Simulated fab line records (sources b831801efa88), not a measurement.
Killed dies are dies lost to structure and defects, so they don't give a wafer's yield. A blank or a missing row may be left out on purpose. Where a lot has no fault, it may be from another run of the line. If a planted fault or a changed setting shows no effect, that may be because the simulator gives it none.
Which of the tools did it?	flow gf180mcu	39 wafers from 13 lots sampled at 4 of the route's 602 steps

== WHAT EACH GAUGE READ, for each wafer ==
GF_TOP_METAL_CD_MEAS_14: the cd target is 440 nm.
lot	measured	on	cd_nm (nm)
L595	day 28 19:13	cd_sem-02	440.8 439.7 437.7
L594	day 28 19:46	cd_sem-02	439.5 440.6 441.5
L596	day 28 23:19	cd_sem-02	440.0 440.3 441.7
L598	day 29 17:12	cd_sem-02	439.2 440.1 438.1
L597	day 29 17:20	cd_sem-02	439.7 441.7 439.7
L599	day 30 04:24	cd_sem-02	439.4 441.1 441.5
L600	day 30 07:31	cd_sem-01	439.6 440.9 439.6
L603	day 31 03:36	cd_sem-01	440.0 440.8 441.9
L605	day 31 14:55	cd_sem-02	442.0 440.5 440.7
L607	day 32 07:48	cd_sem-02	438.4 437.5 438.7
L612	day 33 08:32	cd_sem-02	439.7 440.8 440.1
L613	day 33 21:49	cd_sem-01	439.4 441.3 439.2
L615	day 34 03:46	cd_sem-02	439.8 438.3 439.1

== EACH LOT AND THE TOOL THAT RAN IT (in order: tool; ch and the chambers of the sampled wafers; start) ==
lot	GF_V3_SPUTTER_21	GF_V5_CMP_26	GF_TOP_METAL_SPUTTER_04
L595	pvd_sputter-03, day 23 03:38	cmp-01 ch 0,1,3, day 27 23:14	pvd_sputter-04, day 27 23:40
L594	pvd_sputter-03, day 23 04:16	cmp-02 ch 0,1,2, day 27 23:47	pvd_sputter-03, day 28 00:17
L596	pvd_sputter-03, day 23 08:44	cmp-02 ch 0,3, day 28 02:25	pvd_sputter-03, day 28 02:52
L598	pvd_sputter-03, day 24 07:29	cmp-01 ch 1,2,3, day 28 21:35	pvd_sputter-04, day 28 22:02
L597	pvd_sputter-01, day 24 08:08	cmp-02 ch 0,1,2, day 28 22:02	pvd_sputter-03, day 28 22:23
L599	pvd_sputter-03, day 24 20:05	cmp-01 ch 0,1, day 29 08:46	pvd_sputter-02, day 29 09:16
L600	pvd_sputter-03, day 25 02:08	cmp-02 ch 1,2,3, day 29 12:25	pvd_sputter-03, day 29 12:51
L603	pvd_sputter-02, day 26 01:13	cmp-01 ch 1,2,3, day 30 08:56	pvd_sputter-03, day 30 09:16
L605	pvd_sputter-03, day 26 12:54	cmp-01 ch 1,2, day 30 20:38	pvd_sputter-02, day 30 21:08
L607	pvd_sputter-01, day 27 09:24	cmp-02 ch 0,3, day 31 14:23	pvd_sputter-02, day 31 14:52
L612	pvd_sputter-03, day 28 15:20	cmp-01 ch 1,2, day 32 16:20	pvd_sputter-02, day 32 16:47
L613	pvd_sputter-03, day 29 06:44	cmp-01 ch 2,3, day 33 06:09	pvd_sputter-03, day 33 06:35
L615	pvd_sputter-02, day 29 14:02	cmp-01 ch 0,3, day 33 11:55	pvd_sputter-02, day 33 12:24
- GF_V3_SPUTTER_21: material Ti, target thk 15 nm, time 80.02 s.
- GF_V5_CMP_26: polishes, stops on SiO2, t overpolish 15 s, target thk 0 nm.
- GF_TOP_METAL_SPUTTER_04: material TiN, target thk 25 nm, time 20.8 s.

== AS READ BY THE TOOLS THEMSELVES (means over the sampled wafers that have a number; for cases with no such wafer, the mark the record gives instead) ==
GF_V3_SPUTTER_21.
lot	tool	throttle_valve_pct (%)
L595	pvd_sputter-03	29.2
L594	pvd_sputter-03	30.7
L596	pvd_sputter-03	30.4
L598	pvd_sputter-03	31.5
L597	pvd_sputter-01	29.5
L599	pvd_sputter-03	30.2
L600	pvd_sputter-03	31.5
L603	pvd_sputter-02	29.1
L605	pvd_sputter-03	30.4
L607	pvd_sputter-01	28.8
L612	pvd_sputter-03	30.3
L613	pvd_sputter-03	30.9
L615	pvd_sputter-02	30.1

GF_V5_CMP_26.
lot	tool	motor_current_A (A)	overpolish_run_s (s)	time_to_endpoint_s (s)
L595	cmp-01	10.9	15.000	87
L594	cmp-02	11.3	15.000	84
L596	cmp-02	11.7	15.003	90
L598	cmp-01	10.1	14.999	85
L597	cmp-02	11.5	15.013	90
L599	cmp-01	10.7	15.001	78
L600	cmp-02	11.6	14.998	83
L603	cmp-01	10.1	15.008	87
L605	cmp-01	10.7	15.005	87
L607	cmp-02	11.7	15.001	93
L612	cmp-01	9.9	14.994	92
L613	cmp-01	9.7	15.014	88
L615	cmp-01	10.7	15.007	88

GF_TOP_METAL_SPUTTER_04.
lot	tool	throttle_valve_pct (%)
L595	pvd_sputter-04	30.6
L594	pvd_sputter-03	31.0
L596	pvd_sputter-03	31.5
L598	pvd_sputter-04	30.5
L597	pvd_sputter-03	30.3
L599	pvd_sputter-02	29.3
L600	pvd_sputter-03	30.4
L603	pvd_sputter-03	31.6
L605	pvd_sputter-02	29.8
L607	pvd_sputter-02	29.7
L612	pvd_sputter-02	28.7
L613	pvd_sputter-03	30.9
L615	pvd_sputter-02	29.1

== THE ANSWER, worked out from the rows above alone ==
Rule: the usual values come from the lots themselves. The widest of any qualifying gaps counts: lots, ordered by their means at a reading, are off when they make up no more than a third of the lots, leave a main group of 4 or more, and stand apart from it by 3 or more times the standard deviation of that group's means. The tables above print the reading to a certain number of digits; a main group whose means all agree to those digits is not used. A lot without any number at a reading at which 4 lots or more have one is off too. The other lots that the step has rows for count as sound. The gauges are gone through in route order, then the tools' own readings, and for those a lot's mean is taken as printed above. The first step at which some lot is off is used, and at that step the reading that is off furthest; a lot without a number counts as furthest.
No lot is off at any reading shown: from this, nothing can be told.

== WHAT WAS PUT IN BY THE SIMULATOR ==
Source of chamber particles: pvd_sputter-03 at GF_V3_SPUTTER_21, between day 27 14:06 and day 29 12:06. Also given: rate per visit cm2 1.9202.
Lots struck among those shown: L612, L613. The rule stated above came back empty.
